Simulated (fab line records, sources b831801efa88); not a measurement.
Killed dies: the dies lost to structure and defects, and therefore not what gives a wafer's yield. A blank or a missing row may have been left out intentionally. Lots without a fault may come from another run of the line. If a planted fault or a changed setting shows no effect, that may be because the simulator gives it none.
fab line records	flow sky130
record: lots: 11	wafers: 33	lastDay: 50
route steps=708 shown CONTACT@424 METAL1@449 VIA1@458 PAD_OPEN@708
lots that met no fault: from a run of the same line without faults
startH: start of the lot's first displayed wafer, in hours after the record's first day	waitH: hours elapsed since this lot's preceding step	" same as the row above	L1.1+2: one row covering several wafers at once	- no value, or no start was given	* or withheld: withheld	< > ~ a bound
route shown NAME@n: a module of which the file shows steps, and the number in the route of the first	usual: mean/standard deviation taken from wafers without a fault	same: alike in all rows	chamber/n: place in a boat	sites: each site's reading	_std_site: standard deviation across them	_edge_site: outer sites' mean less inner sites'	radiusMm: for every site, how far away it sits from the centre of the wafer	mask NAME#n: copy n	behind: the last tool/chamber to shape the wafer	hold: why the lot went on hold/how many hours it stayed there/how the hold came to an end	device: transistor that didn't switch, given as n, p or np	end of line: the route-end tests of the same wafers	a step with no rows: only its recipe	killed: not the wafer's yield, but the dies lost to structure and defects at the first sort	map: shows each die of a wafer: x if killed, . if not, _ if none is there
set.NAME: the setting that was run; set.NAME@STEP: the one run at that earlier step	model.NAME: the simulator's own value behind a step, which no gauge read
the route's steps for a sample of lots (tables are steps, rows are wafers)
services: a tool's chamber out of use, with start hour (startH, from the record's first day; less than 0 if before it), hours out, and reason
== steps ==
step: SKY_CONTACT_ETCH_18
recipe: target: Si3N4	chemistry: CHF3/O2	stopOn: TiN	sourceW: 600	biasW: 200	pressureMtorr: 40	chf3FlowSccm: 50	O2_flow_sccm: 5	timeS: 39	targetDepthA: 750
usual: drypumpMotorCurrentA: 5.74/0.22	oesProductAu: 0.851/0.0085	throttleValvePct: 8.792/0.0084
same: timeS: 39
lot.wafer	tool	chamber	startH	waitH	drypumpMotorCurrentA	oesProductAu	rfHoursCounterH	throttleValvePct
L827.1	rieDiel-03	2	-	-	5.65	0.843	3	8.784
L827.2	"	0	"	"	6.01	0.840	30	8.807
L827.3	"	1	"	"	5.55	0.839	8	8.797
L830.1	rieDiel-04	0	-	-	5.81	0.859	21	8.791
L830.3	"	3	"	"	5.54	0.855	1	8.800
L830.4	"	1	"	"	6.07	0.860	11	8.794
L832.1	rieDiel-01	1	-	-	6.20	0.852	22	8.790
L832.2	"	3	"	"	5.74	0.860	10	8.796
L832.6	"	0	"	"	5.42	0.874	-	8.800
L833.1	rieDiel-01	3	-	-	5.73	0.842	10	8.806
L833.4	"	3	"	"	5.72	0.858	-	8.808
L833.6	"	0	"	"	5.42	0.853	-	8.786
L834.1	rieDiel-01	3	-	-	5.74	0.834	11	8.785
L834.4	"	1	"	"	6.18	0.834	23	8.794
L834.6	"	0	"	"	5.42	0.850	-	8.792
L836.2	rieDiel-04	1	-	-	6.01	0.863	12	8.789
L836.4	"	2	"	"	5.60	0.859	16	8.791
L836.5	"	3	"	"	5.55	0.851	-	8.800
L838.3	rieDiel-01	0	-	-	5.42	0.842	13	8.790
L838.4	"	3	"	"	5.72	0.843	11	8.799
L838.5	"	2	"	"	5.91	0.854	-	8.802
L839.3	rieDiel-03	0	-	-	6.00	0.836	32	8.781
L839.4	"	2	"	"	5.65	0.859	6	8.785
L839.5	"	1	"	"	5.53	0.841	-	8.791
L840.4	rieDiel-04	3	-	-	5.55	0.851	3	8.793
L840.5	"	2	"	"	5.59	0.846	-	8.789
L840.6	"	3	"	"	5.54	0.850	-	8.786
L847.1	rieDiel-03	1	-	-	5.50	0.837	13	8.779
L847.2	"	2	"	"	5.65	0.851	8	8.778
L847.5	"	2	"	"	5.65	0.854	-	8.788
L850.2	rieDiel-01	3	-	-	5.71	0.852	14	8.805
L850.3	"	2	"	"	5.95	0.848	12	8.782
L850.6	"	0	"	"	5.43	0.843	-	8.789
step: SKY_METAL1_CD_MEAS_15
recipe: targetCdNm: 140
usual: cdNm: 140.0/1.4
lot.wafer	tool	chamber	startH	waitH	cdNm
L827.1	cdSem-02	-	780.06	-	142.6
L827.2	"	-	"	"	141.6
L827.3	"	-	"	"	142.0
L830.1	cdSem-01	-	802.86	-	141.5
L830.3	"	-	"	"	141.5
L830.4	"	-	"	"	142.2
L832.1	cdSem-01	-	813.86	-	142.5
L832.2	"	-	"	"	141.8
L832.6	"	-	"	"	142.2
L833.1	cdSem-01	-	818.21	-	135.7
L833.4	"	-	"	"	137.3
L833.6	"	-	"	"	138.1
L834.1	cdSem-02	-	828.16	-	138.4
L834.4	"	-	"	"	137.7
L834.6	"	-	"	"	137.5
L836.2	cdSem-02	-	850.29	-	138.8
L836.4	"	-	"	"	138.3
L836.5	"	-	"	"	139.3
L838.3	cdSem-02	-	853.30	-	139.2
L838.4	"	-	"	"	139.3
L838.5	"	-	"	"	140.4
L839.3	cdSem-02	-	860.31	-	139.0
L839.4	"	-	"	"	139.8
L839.5	"	-	"	"	139.5
L840.4	cdSem-02	-	876.27	-	140.7
L840.5	"	-	"	"	140.2
L840.6	"	-	"	"	140.9
L847.1	cdSem-02	-	913.16	-	141.9
L847.2	"	-	"	"	140.9
L847.5	"	-	"	"	141.3
L850.2	cdSem-01	-	928.69	-	140.9
L850.3	"	-	"	"	140.8
L850.6	"	-	"	"	139.8
step: SKY_METAL1_DESCUM_17
recipe: chemistry: O2	sourcePowerW: 150	biasPowerW: 0	pressureMtorr: 10	tempC: 40	timeS: 8
usual: drypumpMotorCurrentA: 5.8/0.55	oesProductAu: 0.994/0.007
same: timeS: 8
lot.wafer	tool	chamber	startH	waitH	drypumpMotorCurrentA	oesProductAu	rfHoursCounterH
L827.1	rieMetal-04	1	780.21	0.0	5.4	0.985	5
L827.2	"	0	"	"	6.5	0.985	7
L827.3	"	0	"	"	6.5	0.999	-
L830.1	rieMetal-03	1	803.02	0.0	5.1	1.008	11
L830.3	"	1	"	"	5.2	0.978	-
L830.4	"	0	"	"	6.4	0.996	-
L832.1	rieMetal-02	0	814.02	0.0	5.1	0.997	14
L832.2	"	1	"	"	6.0	0.993	3
L832.6	"	1	"	"	6.0	0.990	-
L833.1	rieMetal-03	0	818.37	0.0	6.4	0.996	3
L833.4	"	0	"	"	6.4	0.992	-
L833.6	"	1	"	"	5.1	0.994	-
L834.1	rieMetal-04	0	828.32	0.0	6.6	0.988	9
L834.4	"	0	"	"	6.6	1.001	-
L834.6	"	1	"	"	5.4	0.993	-
L836.2	rieMetal-03	1	850.42	0.0	5.1	0.991	13
L836.4	"	1	"	"	5.1	0.995	-
L836.5	"	0	"	"	6.5	0.980	-
L838.3	rieMetal-02	1	853.43	0.0	5.9	0.988	-
L838.4	"	1	"	"	6.0	0.990	-
L838.5	"	1	"	"	6.0	0.997	-
L839.3	rieMetal-02	1	860.44	0.0	6.0	0.998	-
L839.4	"	1	"	"	6.0	0.998	-
L839.5	"	1	"	"	6.0	0.994	-
L840.4	rieMetal-02	0	876.38	0.0	5.1	1.003	-
L840.5	"	1	"	"	6.0	0.995	-
L840.6	"	0	"	"	5.1	0.997	-
L847.1	rieMetal-04	1	913.31	0.0	5.4	1.005	10
L847.2	"	0	"	"	6.6	0.990	13
L847.5	"	1	"	"	5.4	1.008	-
L850.2	rieMetal-04	1	928.83	0.0	5.4	1.004	11
L850.3	"	0	"	"	6.5	0.990	-
L850.6	"	1	"	"	5.4	1.000	-
step: SKY_VIA1_HDPCVD_00
recipe: material: SiO2	targetThkNm: 1030	sigmaOpenFrac: 0.3	timeS: 171.7	tempC: 400	sih4FlowSccm: 60	pressureMtorr: 6
usual: runLengthS: 199.6/0.62
lot.wafer	tool	chamber	startH	waitH	runLengthS
L827.1	hdpcvd-01	2	781.00	0.0	200.2
L827.2	"	1	"	"	199.1
L827.3	"	0	"	"	199.5
L830.1	hdpcvd-01	0	803.80	0.0	199.7
L830.3	"	1	"	"	199.6
L830.4	"	2	"	"	199.7
L832.1	hdpcvd-02	0	814.83	0.0	200.9
L832.2	"	2	"	"	199.3
L832.6	"	0	"	"	200.4
L833.1	hdpcvd-02	0	819.18	0.0	200.5
L833.4	"	2	"	"	199.3
L833.6	"	1	"	"	199.2
L834.1	hdpcvd-02	2	829.20	0.0	198.8
L834.4	"	0	"	"	200.4
L834.6	"	2	"	"	198.5
L836.2	hdpcvd-01	2	851.25	0.0	200.0
L836.4	"	2	"	"	200.2
L836.5	"	1	"	"	199.6
L838.3	hdpcvd-01	1	854.37	0.0	199.6
L838.4	"	1	"	"	199.4
L838.5	"	2	"	"	200.2
L839.3	hdpcvd-01	0	861.38	0.0	173.9
L839.4	"	1	"	"	174.6
L839.5	"	2	"	"	174.4
L840.4	hdpcvd-01	1	877.23	0.1	174.2
L840.5	"	0	"	"	174.1
L840.6	"	2	"	"	199.7
L847.1	hdpcvd-02	0	914.09	0.0	200.4
L847.2	"	2	"	"	199.1
L847.5	"	0	"	"	200.4
L850.2	hdpcvd-02	0	929.65	0.0	200.7
L850.3	"	2	"	"	199.1
L850.6	"	0	"	"	200.8
step: SKY_VIA1_THK_MEAS_01
recipe: reads: SiO2_of_VIA1_HDPCVD_00
usual: VIA1_HDPCVD_THK: 1031/11
lot.wafer	tool	chamber	startH	waitH	VIA1_HDPCVD_THK[nm]
L827.1	filmMetro-01	-	781.11	0.1	1047
L827.2	"	-	"	"	1034
L827.3	"	-	"	"	1032
L830.1	filmMetro-01	-	803.91	0.1	1042
L830.3	"	-	"	"	1023
L830.4	"	-	"	"	1040
L832.1	filmMetro-02	-	814.94	0.1	1032
L832.2	"	-	"	"	1034
L832.6	"	-	"	"	1029
L833.1	filmMetro-01	-	819.29	0.1	1034
L833.4	"	-	"	"	1034
L833.6	"	-	"	"	1028
L834.1	filmMetro-03	-	829.31	0.1	1020
L834.4	"	-	"	"	1040
L834.6	"	-	"	"	1035
L836.2	filmMetro-01	-	851.37	0.1	1029
L836.4	"	-	"	"	1020
L836.5	"	-	"	"	1008
L838.3	filmMetro-02	-	854.51	0.1	1039
L838.4	"	-	"	"	1030
L838.5	"	-	"	"	1044
L839.3	filmMetro-02	-	861.52	0.1	872
L839.4	"	-	"	"	860
L839.5	"	-	"	"	873
L840.4	filmMetro-02	-	877.32	0.0	872
L840.5	"	-	"	"	887
L840.6	"	-	"	"	1041
L847.1	filmMetro-02	-	914.20	0.1	1033
L847.2	"	-	"	"	1023
L847.5	"	-	"	"	1031
L850.2	filmMetro-02	-	929.77	0.1	1020
L850.3	"	-	"	"	1012
L850.6	"	-	"	"	1029
step: SKY_PAD_OPEN_PROBE_99
usual: defectLimitedYield: 82.3/1.9	killed_at_M0_to_M3: 44/6.5	killed_at_M4_up: 3.3/1.9	killedAtContacts: 24/5.3	killedAtFrontEnd: 15/4.5	killedAtOther: 0.3/0.58	killedDies: 87/9.3	killedOpen: 48/6.6	killedShort: 39/6.1	sort_bin_3_pad_short: 0.9/0.46	sort_bin_5_function: 10.5/1.6	sort_bin_6_memory: 6.3/1.1	sortNPass: 405/9.3	sortYieldPct: 82.3/1.9
same: grossDies: 492	killedAtBackSide: 0	sort_bin_4_leakage[%]: 0	sort_bin_8_speed[%]: 0
lot.wafer	tool	chamber	startH	waitH	defectLimitedYield[%]	killed_at_M0_to_M3	killed_at_M4_up	killedAtContacts	killedAtFrontEnd	killedAtOther	killedDies	killedOpen	killedShort	sort_bin_3_pad_short[%]	sort_bin_5_function[%]	sort_bin_6_memory[%]	sortNPass	sortYieldPct[%]
L827.1	prober-02	-	1085.97	0.1	81.3	40	2	32	18	0	92	51	41	0.4	12.8	5.5	400	81.3
L827.2	prober-02	-	1086.02	0.1	78.7	52	2	30	21	0	105	52	53	1.6	12.8	6.9	387	78.7
L827.3	prober-02	-	1086.07	0.2	82.7	47	4	22	11	1	85	53	32	1.0	10.2	6.1	407	82.7
L830.1	prober-02	-	1106.05	0.1	81.3	46	6	21	19	0	92	46	46	2.0	10.4	6.3	400	81.3
L830.3	prober-02	-	1106.15	0.2	87.8	34	1	15	10	0	60	31	29	0.4	7.5	4.3	432	87.8
L830.4	prober-02	-	1106.20	0.2	82.1	43	4	18	23	0	88	42	46	1.2	11.6	5.1	404	82.1
L832.1	prober-02	-	1114.48	0.1	81.5	56	1	21	13	0	91	56	35	0.4	10.6	7.5	401	81.5
L832.2	prober-02	-	1114.53	0.1	79.5	46	3	34	18	0	101	58	43	0.8	13.6	6.1	391	79.5
L832.6	prober-02	-	1114.73	0.2	83.7	44	0	23	13	0	80	42	38	1.2	7.7	7.3	412	83.7
L833.1	prober-01	-	1115.79	0.1	82.7	40	3	24	18	0	85	46	39	0.2	10.6	6.5	407	82.7
L833.4	prober-01	-	1115.94	0.2	82.5	50	2	26	7	1	86	56	30	0.2	10.4	6.9	406	82.5
L833.6	prober-01	-	1116.04	0.2	82.3	40	5	29	13	0	87	47	40	1.0	8.3	8.3	405	82.3
L834.1	prober-01	-	1125.63	0.1	82.5	47	1	15	23	0	86	43	43	0.4	10.0	7.1	406	82.5
L834.4	prober-01	-	1125.78	0.2	80.5	52	3	22	17	2	96	51	45	0.4	12.6	6.5	396	80.5
L834.6	prober-01	-	1125.88	0.2	83.1	44	2	20	17	0	83	42	41	1.0	10.6	5.3	409	83.1
L836.2	prober-01	-	1140.73	0.1	81.7	37	3	19	31	0	90	44	46	1.4	9.6	7.3	402	81.7
L836.4	prober-01	-	1140.83	0.2	82.5	51	0	23	11	1	86	49	37	0.8	11.6	5.1	406	82.5
L836.5	prober-01	-	1140.88	0.2	80.7	48	4	20	23	0	95	45	50	2.0	11.4	5.9	397	80.7
L838.3	prober-01	-	1144.09	0.2	83.1	39	4	28	12	0	83	43	40	1.6	10.4	4.9	409	83.1
L838.4	prober-01	-	1144.14	0.2	82.9	48	3	21	11	1	84	40	44	0.6	10.8	5.7	408	82.9
L838.5	prober-01	-	1144.19	0.2	80.3	48	5	25	19	0	97	49	47	0.6	13.0	6.1	395	80.3
L839.3	prober-02	-	1148.78	0.2	81.9	47	2	20	20	0	89	51	38	0.8	11.4	5.9	403	81.9
L839.4	prober-02	-	1148.83	0.2	82.9	37	0	28	19	0	84	49	35	0.6	10.8	5.7	408	82.9
L839.5	prober-02	-	1148.88	0.2	86.6	37	1	17	10	1	66	34	32	0.6	8.5	4.3	426	86.6
L840.4	prober-01	-	1159.76	0.2	81.3	47	8	23	14	0	92	44	48	1.0	9.1	8.5	400	81.3
L840.5	prober-01	-	1159.81	0.2	80.9	46	2	25	21	0	94	58	36	0.6	13.4	5.1	398	80.9
L840.6	prober-01	-	1159.86	0.2	82.9	41	2	27	14	0	84	51	33	0.2	12.0	4.9	408	82.9
L847.1	prober-01	-	1187.30	0.1	84.1	46	2	18	11	1	78	46	32	0.8	10.8	4.3	414	84.1
L847.2	prober-01	-	1187.35	0.1	84.6	40	4	24	7	1	76	40	36	1.6	9.3	4.5	416	84.6
L847.5	prober-01	-	1187.50	0.2	81.5	42	1	26	21	1	91	44	47	1.2	11.6	5.7	401	81.5
L850.2	prober-02	-	1193.95	0.1	78.9	50	4	32	18	0	104	56	48	0.4	14.4	6.3	388	78.9
L850.3	prober-02	-	1194.00	0.2	82.7	41	3	29	11	1	85	49	36	1.4	10.2	5.7	407	82.7
L850.6	prober-02	-	1194.15	0.2	84.6	44	3	16	13	0	76	41	35	0.6	9.3	5.5	416	84.6
killed by level:class
L827.1 CONTACT:geometricParticle:open=15 FIELD_ISO:geometricParticle:short=9 LOCAL_INTERCONNECT:geometricParticle:short=7 VIA2:geometricParticle:open=7 VIA1:geometricParticle:open=7 LI_CONTACT:geometricParticle:open=6 VIA3:geometricParticle:open=6 FIELD_ISO:geometricParticle:open=5
L827.2 VIA1:geometricParticle:open=12 METAL1:geometricParticle:short=10 POLY_GATE:geometricParticle:open=7 LI_CONTACT:geometricParticle:open=7 CONTACT:geometricParticle:open=7 CONTACT:geometricParticle:short=6 VIA2:geometricParticle:open=6 VIA3:geometricParticle:open=6
L827.3 VIA1:geometricParticle:open=11 VIA3:geometricParticle:open=10 LI_CONTACT:geometricParticle:open=8 CONTACT:geometricParticle:open=8 METAL2:geometricParticle:short=7 VIA2:geometricParticle:open=5 METAL1:geometricParticle:short=4 SPACER:geometricParticle:open=3
L830.1 VIA3:geometricParticle:open=10 FIELD_ISO:geometricParticle:open=6 LOCAL_INTERCONNECT:geometricParticle:short=6 METAL1:geometricParticle:short=6 CONTACT:geometricParticle:open=6 VIA1:geometricParticle:open=6 VIA2:geometricParticle:open=5 FIELD_ISO:geometricParticle:short=4
L830.3 CONTACT:geometricParticle:open=8 VIA1:geometricParticle:short=7 LI_CONTACT:geometricParticle:open=6 METAL2:geometricParticle:short=6 FIELD_ISO:geometricParticle:short=5 METAL1:geometricParticle:short=4 VIA1:geometricParticle:open=4 VIA2:geometricParticle:open=3
L830.4 VIA1:geometricParticle:open=12 POLY_GATE:geometricParticle:short=8 CONTACT:geometricParticle:open=8 METAL1:geometricParticle:short=8 METAL2:geometricParticle:short=7 VIA3:geometricParticle:open=7 FIELD_ISO:geometricParticle:open=6 LI_CONTACT:geometricParticle:open=5
L832.1 VIA1:geometricParticle:open=18 CONTACT:geometricParticle:open=10 VIA1:geometricParticle:short=8 VIA2:geometricParticle:open=8 FIELD_ISO:geometricParticle:open=5 CONTACT:geometricParticle:short=4 METAL1:geometricParticle:short=4 VIA2:geometricParticle:short=4
L832.2 CONTACT:geometricParticle:open=14 VIA1:geometricParticle:open=14 LI_CONTACT:geometricParticle:open=9 VIA2:geometricParticle:open=7 METAL1:geometricParticle:short=5 VIA1:geometricParticle:short=5 METAL2:geometricParticle:short=5 FIELD_ISO:geometricParticle:short=4
L832.6 VIA1:geometricParticle:open=10 CONTACT:geometricParticle:open=9 METAL1:geometricParticle:short=7 VIA1:geometricParticle:short=7 LI_CONTACT:geometricParticle:open=5 VIA2:geometricParticle:open=5 POLY_GATE:geometricParticle:open=4 VIA2:geometricParticle:short=4
L833.1 VIA1:geometricParticle:open=9 VIA3:geometricParticle:open=8 CONTACT:geometricParticle:open=8 VIA2:geometricParticle:open=7 METAL1:geometricParticle:short=5 FIELD_ISO:geometricParticle:open=4 LI_CONTACT:geometricParticle:open=4 METAL2:geometricParticle:short=4
L833.4 VIA1:geometricParticle:open=16 VIA3:geometricParticle:open=9 LI_CONTACT:geometricParticle:open=7 CONTACT:geometricParticle:open=7 VIA2:geometricParticle:open=7 LI_CONTACT:geometricParticle:short=5 CONTACT:geometricParticle:short=4 VIA1:geometricParticle:short=4
L833.6 CONTACT:geometricParticle:short=10 VIA2:geometricParticle:open=10 VIA1:geometricParticle:open=8 LI_CONTACT:geometricParticle:open=6 CONTACT:geometricParticle:open=5 LOCAL_INTERCONNECT:geometricParticle:short=5 VIA2:geometricParticle:short=4 POLY_GATE:geometricParticle:open=3
L834.1 VIA1:geometricParticle:open=10 POLY_GATE:geometricParticle:short=6 METAL2:geometricParticle:short=6 METAL3:geometricParticle:short=6 FIELD_ISO:geometricParticle:open=5 POLY_GATE:geometricParticle:open=5 CONTACT:geometricParticle:open=5 VIA2:geometricParticle:open=5
L834.4 VIA2:geometricParticle:open=9 LOCAL_INTERCONNECT:geometricParticle:short=7 CONTACT:geometricParticle:open=7 METAL1:geometricParticle:short=7 METAL2:geometricParticle:short=7 VIA1:geometricParticle:open=6 VIA2:geometricParticle:short=6 FIELD_ISO:geometricParticle:open=5
L834.6 VIA1:geometricParticle:open=14 POLY_GATE:geometricParticle:short=8 CONTACT:geometricParticle:open=8 METAL2:geometricParticle:short=8 FIELD_ISO:geometricParticle:short=5 LI_CONTACT:geometricParticle:open=4 LOCAL_INTERCONNECT:geometricParticle:short=4 METAL1:geometricParticle:open=4
L836.2 CONTACT:geometricParticle:open=9 FIELD_ISO:geometricParticle:open=8 FIELD_ISO:geometricParticle:short=8 VIA1:geometricParticle:open=8 LOCAL_INTERCONNECT:geometricParticle:short=6 SPACER:geometricParticle:short=5 METAL1:geometricParticle:short=5 VIA2:geometricParticle:open=5
L836.4 CONTACT:geometricParticle:open=11 VIA1:geometricParticle:open=11 METAL2:geometricParticle:short=10 VIA3:geometricParticle:open=8 FIELD_ISO:geometricParticle:open=4 VIA2:geometricParticle:short=4 LI_CONTACT:geometricParticle:open=4 VIA1:geometricParticle:short=4
L836.5 VIA2:geometricParticle:open=9 CONTACT:geometricParticle:open=9 METAL1:geometricParticle:short=8 METAL2:geometricParticle:short=8 FIELD_ISO:geometricParticle:short=6 VIA1:geometricParticle:open=6 POLY_GATE:geometricParticle:open=5 VIA1:geometricParticle:short=5
L838.3 VIA1:geometricParticle:open=10 CONTACT:geometricParticle:short=10 VIA3:geometricParticle:open=10 LOCAL_INTERCONNECT:geometricParticle:short=9 VIA2:geometricParticle:open=6 POLY_GATE:geometricParticle:open=5 LI_CONTACT:geometricParticle:open=5 FIELD_ISO:geometricParticle:open=3
L838.4 VIA1:geometricParticle:open=13 VIA1:geometricParticle:short=7 CONTACT:geometricParticle:short=7 CONTACT:geometricParticle:open=6 METAL1:geometricParticle:short=6 VIA3:geometricParticle:open=4 METAL2:geometricParticle:short=4 FIELD_ISO:geometricParticle:open=3
L838.5 VIA1:geometricParticle:open=8 CONTACT:geometricParticle:open=7 VIA2:geometricParticle:open=7 FIELD_ISO:geometricParticle:short=6 METAL2:geometricParticle:short=6 VIA3:geometricParticle:open=6 SPACER:geometricParticle:open=5 LOCAL_INTERCONNECT:geometricParticle:short=5
L839.3 VIA1:geometricParticle:open=14 CONTACT:geometricParticle:open=12 FIELD_ISO:geometricParticle:short=8 VIA2:geometricParticle:open=7 FIELD_ISO:geometricParticle:open=6 POLY_GATE:geometricParticle:short=6 METAL1:geometricParticle:short=5 VIA1:geometricParticle:short=4
L839.4 CONTACT:geometricParticle:open=11 VIA1:geometricParticle:open=10 LI_CONTACT:geometricParticle:open=6 VIA3:geometricParticle:open=6 LOCAL_INTERCONNECT:geometricParticle:short=5 VIA1:geometricParticle:short=5 POLY_GATE:geometricParticle:open=4 POLY_GATE:geometricParticle:short=4
L839.5 VIA1:geometricParticle:open=7 CONTACT:geometricParticle:open=6 METAL2:geometricParticle:short=6 VIA2:geometricParticle:open=5 CONTACT:geometricParticle:short=4 METAL1:geometricParticle:short=4 VIA3:geometricParticle:open=4 FIELD_ISO:geometricParticle:short=3
L840.4 VIA3:geometricParticle:open=9 CONTACT:geometricParticle:open=8 VIA1:geometricParticle:open=8 VIA3:geometricParticle:short=7 METAL4:geometricParticle:short=7 CONTACT:geometricParticle:short=6 METAL2:geometricParticle:short=5 LI_CONTACT:geometricParticle:open=5
L840.5 CONTACT:geometricParticle:open=12 VIA1:geometricParticle:open=12 FIELD_ISO:geometricParticle:open=8 METAL2:geometricParticle:short=6 VIA3:geometricParticle:open=6 POLY_GATE:geometricParticle:short=5 LI_CONTACT:geometricParticle:open=5 CONTACT:geometricParticle:short=5
L840.6 CONTACT:geometricParticle:open=16 VIA1:geometricParticle:open=9 METAL3:geometricParticle:short=6 VIA3:geometricParticle:open=6 LI_CONTACT:geometricParticle:open=5 METAL1:geometricParticle:short=5 POLY_GATE:geometricParticle:open=4 CONTACT:geometricParticle:short=4
L847.1 LI_CONTACT:geometricParticle:open=7 VIA1:geometricParticle:open=7 VIA2:geometricParticle:open=7 CONTACT:geometricParticle:open=6 METAL2:geometricParticle:short=6 VIA3:geometricParticle:open=6 VIA1:geometricParticle:short=5 METAL1:geometricParticle:short=4
L847.2 CONTACT:geometricParticle:open=10 VIA1:geometricParticle:open=10 METAL2:geometricParticle:short=6 VIA3:geometricParticle:open=5 METAL1:geometricParticle:short=5 LOCAL_INTERCONNECT:geometricParticle:short=4 METAL4:geometricParticle:short=4 LI_CONTACT:geometricParticle:open=3
L847.5 VIA1:geometricParticle:open=9 LI_CONTACT:geometricParticle:open=8 CONTACT:geometricParticle:open=8 METAL1:geometricParticle:short=7 METAL2:geometricParticle:short=6 FIELD_ISO:geometricParticle:short=5 CONTACT:geometricParticle:short=5 VIA3:geometricParticle:short=5
L850.2 VIA1:geometricParticle:open=13 LI_CONTACT:geometricParticle:open=11 CONTACT:geometricParticle:open=9 POLY_GATE:geometricParticle:short=7 VIA2:geometricParticle:open=7 METAL2:geometricParticle:short=6 VIA3:geometricParticle:open=6 FIELD_ISO:geometricParticle:open=5
L850.3 CONTACT:geometricParticle:open=11 VIA2:geometricParticle:open=9 METAL1:geometricParticle:short=7 CONTACT:geometricParticle:short=6 VIA1:geometricParticle:open=6 VIA3:geometricParticle:open=6 LI_CONTACT:geometricParticle:open=5 POLY_GATE:geometricParticle:open=4
L850.6 VIA1:geometricParticle:open=13 VIA1:geometricParticle:short=11 CONTACT:geometricParticle:open=7 METAL1:geometricParticle:short=6 FIELD_ISO:geometricParticle:open=5 VIA2:geometricParticle:open=5 CONTACT:geometricParticle:short=4 LI_CONTACT:geometricParticle:open=3
== services ==
tool	chamber	startH	hours	kind
rieDiel-04	2	739.08	7.0	repair
rieMetal-04	1	746.35	6.7	repair
rieMetal-02	1	748.60	11.2	repair
rieDiel-03	3	749.04	3.4	repair
rieDiel-04	-	779.40	14.6	pm
rieDiel-01	2	788.28	7.8	repair
rieDiel-03	-	791.89	2.8	pm
rieDiel-04	1	806.00	5.7	repair
rieDiel-04	3	807.04	5.5	repair
hdpcvd-01	0	811.99	4.4	repair
rieMetal-02	1	815.48	4.7	repair
rieMetal-03	1	825.46	7.6	repair
hdpcvd-02	1	835.63	21.9	repair
rieMetal-04	-	843.76	1.0	repair
rieDiel-03	0	843.80	3.6	repair
rieDiel-01	-	861.14	2.8	pm
hdpcvd-02	-	866.34	0.6	repair
rieDiel-01	1	870.45	-	clean
rieMetal-03	-	891.95	1.4	pm
rieDiel-04	0	893.78	9.7	repair
rieDiel-03	3	904.02	5.5	repair
rieDiel-03	1	908.16	16.2	repair
rieDiel-03	-	911.16	0.6	repair
rieDiel-04	1	922.40	5.0	repair
== key ==
firstSign: step: SKY_VIA1_HDPCVD_00	reading: runLengthS	direction: down	sigmas: 41	usual: *	struck: *
effect: step: SKY_VIA1_THK_MEAS_01	reading: VIA1_HDPCVD_THK	direction: down	sigmas: 15	usual: 1031	struck: 873
metAt SKY_VIA1_HDPCVD_00
struckLots L839,L840
struckWafers L839.3,L839.4,L839.5,L840.4,L840.5
notActingAt SKY_CONTACT_ETCH_18,SKY_METAL1_CD_MEAS_15,SKY_METAL1_DESCUM_17
onsetBetween 854.37 861.38
fault: kind: processParameterDrift	tool: hdpcvd-01	chamber: -	onsetH: 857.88	steps: SKY_VIA1_HDPCVD_00	channel: timeS	offset: *	shape: step	endH: 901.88	scope: struckWafersOnly	actsIn: *	stated: *
